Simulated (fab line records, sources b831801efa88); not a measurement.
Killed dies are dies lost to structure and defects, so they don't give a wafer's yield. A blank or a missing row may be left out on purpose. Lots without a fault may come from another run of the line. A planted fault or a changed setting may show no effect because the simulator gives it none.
Chamber matching | flow gf180mcu | GF_V5_CVD_02 on pecvd-04: 3 sister chambers
The step deposits SiO2 from TEOS, target thk 1450 nm, time 163.28 s. 6 wafers are shown with their chamber, then 7 later ones without.

WAFERS WITH THEIR CHAMBER
wafer  | chamber | heater_power_w (W)
L082.5 | 0       | 650
L084.2 | 0       | 630
L085.5 | 1       | 760
L085.6 | 2       | 555
L092.2 | 2       | 624
L092.5 | 1       | 760

WAFERS WITHOUT THEIR CHAMBER
wafer  | heater_power_w (W)
L092.6 | 700
L094.2 | 672
L094.3 | 711
L094.4 | 626
L097.1 | 618
L097.2 | 645
L097.4 | 635

WHICH CHAMBER EACH WENT THROUGH
wafer  | from the rows above          | in truth
L092.6 | can't be placed: 0 or 1 or 2 | 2
L094.2 | can't be placed: 0 or 2 or 1 | 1
L094.3 | can't be placed: 1 or 0      | 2
L094.4 | can't be placed: 0 or 2      | 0
L097.1 | can't be placed: 0 or 2      | 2
L097.2 | can't be placed: 0 or 2      | 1
L097.4 | can't be placed: 0 or 2      | 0
Placed correctly: 0 of 7. Can't be placed from these rows: 7 (the true chamber is among the candidates in 5). Placed wrongly: 0.
How it was worked out, from the rows above alone: a wafer's distance from a chamber is the root of the sum, over the readings, of the square of ((its reading less the chamber's mean) divided by the reading's scatter). The wafer belongs to the nearest chamber; if the next one is less than 2 further off, it can't be placed. A chamber's mean is the mean of its shown wafers. The scatter: the root of (the sum of the squares of (reading less its chamber's mean) over the shown wafers, divided by (wafers less chambers)).
